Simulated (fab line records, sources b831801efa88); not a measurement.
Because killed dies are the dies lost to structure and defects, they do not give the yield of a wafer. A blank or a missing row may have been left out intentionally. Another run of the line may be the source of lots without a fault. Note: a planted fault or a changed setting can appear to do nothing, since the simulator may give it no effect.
What tool caused it? / flow sky130 / 13 lots with 39 wafers sampled at 4 steps, on a route of 708 steps

WHAT THE GAUGES SHOWED, per wafer
SKY_FIELD_ISO_THK_MEAS_04. Usual: for FIELD_ISO_CVD_03_THK the level is 165.0 nm and the standard deviation is 1.6.
lot=L879; measured=day 1 18:29; on=film metro-02; FIELD_ISO_CVD_03_THK (nm)=164.8 164.6 164.6; flag=
lot=L881; measured=day 2 04:58; on=film metro-02; FIELD_ISO_CVD_03_THK (nm)=162.7 163.8 164.1; flag=
lot=L882; measured=day 2 10:25; on=film metro-02; FIELD_ISO_CVD_03_THK (nm)=165.9 167.2 165.6; flag=
lot=L884; measured=day 2 20:45; on=film metro-01; FIELD_ISO_CVD_03_THK (nm)=165.9 166.0 166.3; flag=
lot=L885; measured=day 3 02:09; on=film metro-03; FIELD_ISO_CVD_03_THK (nm)=168.2 166.6 167.8; flag=
lot=L886; measured=day 3 05:30; on=film metro-01; FIELD_ISO_CVD_03_THK (nm)=165.7 165.5 165.3; flag=
lot=L888; measured=day 3 17:38; on=film metro-01; FIELD_ISO_CVD_03_THK (nm)=163.3 163.7 163.6; flag=
lot=L891; measured=day 4 07:11; on=film metro-03; FIELD_ISO_CVD_03_THK (nm)=162.4 161.4 162.6; flag=
lot=L892; measured=day 4 11:34; on=film metro-03; FIELD_ISO_CVD_03_THK (nm)=165.6 164.8 164.7; flag=
lot=L894; measured=day 5 00:55; on=film metro-02; FIELD_ISO_CVD_03_THK (nm)=163.2 163.3 164.7; flag=
lot=L895; measured=day 5 08:08; on=film metro-02; FIELD_ISO_CVD_03_THK (nm)=165.1 164.2 164.1; flag=
lot=L900; measured=day 6 03:29; on=film metro-01; FIELD_ISO_CVD_03_THK (nm)=166.9 166.6 166.2; flag=
lot=L901; measured=day 6 09:30; on=film metro-01; FIELD_ISO_CVD_03_THK (nm)=165.4 164.7 164.7; flag=

SKY_SONOS_ONO_THK_MEAS_03. Usual: for SONOS_ONO_CVD_02_THK the level is 10.53 nm and the standard deviation is 0.12.
lot=L879; measured=day 11 22:35; on=film metro-03; SONOS_ONO_CVD_02_THK (nm)=10.75 10.46 10.75; flag=
lot=L881; measured=day 12 14:38; on=film metro-01; SONOS_ONO_CVD_02_THK (nm)=10.52 10.42 10.43; flag=
lot=L882; measured=day 12 21:45; on=film metro-01; SONOS_ONO_CVD_02_THK (nm)=10.57 10.52 10.54; flag=
lot=L884; measured=day 13 14:06; on=film metro-03; SONOS_ONO_CVD_02_THK (nm)=10.52 10.63 10.49; flag=
lot=L885; measured=day 14 00:13; on=film metro-03; SONOS_ONO_CVD_02_THK (nm)=10.71 10.74 10.72; flag=
lot=L886; measured=day 14 04:35; on=film metro-02; SONOS_ONO_CVD_02_THK (nm)=10.71 10.60 10.53; flag=
lot=L888; measured=day 15 02:34; on=film metro-03; SONOS_ONO_CVD_02_THK (nm)=10.38 10.25 10.38; flag=
lot=L891; measured=day 15 19:10; on=film metro-02; SONOS_ONO_CVD_02_THK (nm)=10.42 10.60 10.53; flag=
lot=L892; measured=day 16 00:38; on=film metro-03; SONOS_ONO_CVD_02_THK (nm)=10.41 10.29 10.41; flag=
lot=L894; measured=day 16 18:38; on=film metro-01; SONOS_ONO_CVD_02_THK (nm)=10.57 10.76 10.57; flag=
lot=L895; measured=day 17 13:58; on=film metro-03; SONOS_ONO_CVD_02_THK (nm)=10.48 10.58 10.53; flag=
lot=L900; measured=day 18 17:58; on=film metro-03; SONOS_ONO_CVD_02_THK (nm)=10.55 10.47 10.51; flag=
lot=L901; measured=day 18 23:05; on=film metro-01; SONOS_ONO_CVD_02_THK (nm)=10.61 10.67 10.47; flag=

SKY_LI_CONTACT_OVL_MEAS_13. Usual: for LI_CONTACT_OVL the level is -2 nm and the standard deviation is 5.2.
lot=L879; measured=day 29 11:56; on=overlay-01; LI_CONTACT_OVL (nm)=-3 1 1; flag=
lot=L881; measured=day 30 02:16; on=overlay-01; LI_CONTACT_OVL (nm)=-14 -3 -2; flag=
lot=L882; measured=day 30 14:58; on=overlay-01; LI_CONTACT_OVL (nm)=-7 -9 -9; flag=
lot=L884; measured=day 31 02:34; on=overlay-01; LI_CONTACT_OVL (nm)=7 5 5; flag=
lot=L885; measured=day 31 20:43; on=overlay-01; LI_CONTACT_OVL (nm)=-1 0 -3; flag=
lot=L886; measured=day 31 22:46; on=overlay-01; LI_CONTACT_OVL (nm)=-6 0 -1; flag=
lot=L888; measured=day 32 21:34; on=overlay-01; LI_CONTACT_OVL (nm)=-3 -6 -1; flag=
lot=L891; measured=day 33 10:06; on=overlay-02; LI_CONTACT_OVL (nm)=-5 -3 -1; flag=
lot=L892; measured=day 33 15:10; on=overlay-02; LI_CONTACT_OVL (nm)=-6 -2 6; flag=
lot=L894; measured=day 34 08:45; on=overlay-02; LI_CONTACT_OVL (nm)=1 2 -4; flag=
lot=L895; measured=day 35 02:10; on=overlay-02; LI_CONTACT_OVL (nm)=0 -3 -4; flag=
lot=L900; measured=day 35 21:26; on=overlay-01; LI_CONTACT_OVL (nm)=0 -1 4; flag=
lot=L901; measured=day 36 04:51; on=overlay-02; LI_CONTACT_OVL (nm)=-2 6 2; flag=

EACH LOT AND THE TOOL THAT RAN IT (in order: tool; ch and the chambers of the sampled wafers; start)
lot=L879; SKY_LDD_LDN_EXPOSE_04=iline stepper-01 ch 0, day 22 14:21
lot=L881; SKY_LDD_LDN_EXPOSE_04=iline stepper-02 ch 0, day 23 06:56
lot=L882; SKY_LDD_LDN_EXPOSE_04=iline stepper-02 ch 0, day 23 20:57
lot=L884; SKY_LDD_LDN_EXPOSE_04=iline stepper-01 ch 0, day 24 09:10
lot=L885; SKY_LDD_LDN_EXPOSE_04=iline stepper-01 ch 0, day 25 04:43
lot=L886; SKY_LDD_LDN_EXPOSE_04=iline stepper-01 ch 0, day 25 05:59
lot=L888; SKY_LDD_LDN_EXPOSE_04=iline stepper-01 ch 0, day 26 06:59
lot=L891; SKY_LDD_LDN_EXPOSE_04=iline stepper-02 ch 0, day 26 22:43
lot=L892; SKY_LDD_LDN_EXPOSE_04=iline stepper-01 ch 0, day 27 02:13
lot=L894; SKY_LDD_LDN_EXPOSE_04=iline stepper-02 ch 0, day 27 23:38
lot=L895; SKY_LDD_LDN_EXPOSE_04=iline stepper-02 ch 0, day 28 17:12
lot=L900; SKY_LDD_LDN_EXPOSE_04=iline stepper-01 ch 0, day 29 14:53
lot=L901; SKY_LDD_LDN_EXPOSE_04=iline stepper-01 ch 0, day 29 22:01
- SKY_LDD_LDN_EXPOSE_04: exposes mask LDNTM, target cd 700 nm.

WHAT THE TOOLS THEMSELVES READ (means of the sampled wafers that have a number; where no wafer has one, the mark that the record gives instead)
SKY_LDD_LDN_EXPOSE_04. Usual: exposure dose mJ cm2 139.99, standard deviation 0.14; reticle temp C 22.98 C, standard deviation 0.095.
lot=L879; tool=iline stepper-01; exposure dose mJ cm2=139.85; reticle temp C (C)=22.98; flag=
lot=L881; tool=iline stepper-02; exposure dose mJ cm2=140.02; reticle temp C (C)=22.96; flag=
lot=L882; tool=iline stepper-02; exposure dose mJ cm2=139.99; reticle temp C (C)=23.01; flag=
lot=L884; tool=iline stepper-01; exposure dose mJ cm2=140.03; reticle temp C (C)=23.03; flag=
lot=L885; tool=iline stepper-01; exposure dose mJ cm2=140.21; reticle temp C (C)=22.98; flag=
lot=L886; tool=iline stepper-01; exposure dose mJ cm2=139.91; reticle temp C (C)=22.98; flag=
lot=L888; tool=iline stepper-01; exposure dose mJ cm2=139.94; reticle temp C (C)=22.97; flag=
lot=L891; tool=iline stepper-02; exposure dose mJ cm2=139.93; reticle temp C (C)=23.04; flag=
lot=L892; tool=iline stepper-01; exposure dose mJ cm2=139.80; reticle temp C (C)=23.01; flag=
lot=L894; tool=iline stepper-02; exposure dose mJ cm2=139.94; reticle temp C (C)=22.87; flag=
lot=L895; tool=iline stepper-02; exposure dose mJ cm2=140.18; reticle temp C (C)=23.00; flag=
lot=L900; tool=iline stepper-01; exposure dose mJ cm2=140.05; reticle temp C (C)=22.86; flag=
lot=L901; tool=iline stepper-01; exposure dose mJ cm2=139.87; reticle temp C (C)=23.01; flag=

THE ANSWER, worked out from the rows above alone
Rule: lot off if the mean of its wafers having a number is beyond 3 standard deviations from the usual mean. Also off: a lot with no number at a reading for which 4 or more lots have one. The other lots that the step has rows for count as sound. After the gauges, taken in route order, come the tools' own readings; for these a lot's mean is taken, as printed above. At the first step where some lot is off, the reading lying furthest off is the one used; lots without a number count as furthest.
No lot is off at any reading shown: from this, nothing can be told.

WHAT HAD BEEN PUT IN BY THE SIMULATOR
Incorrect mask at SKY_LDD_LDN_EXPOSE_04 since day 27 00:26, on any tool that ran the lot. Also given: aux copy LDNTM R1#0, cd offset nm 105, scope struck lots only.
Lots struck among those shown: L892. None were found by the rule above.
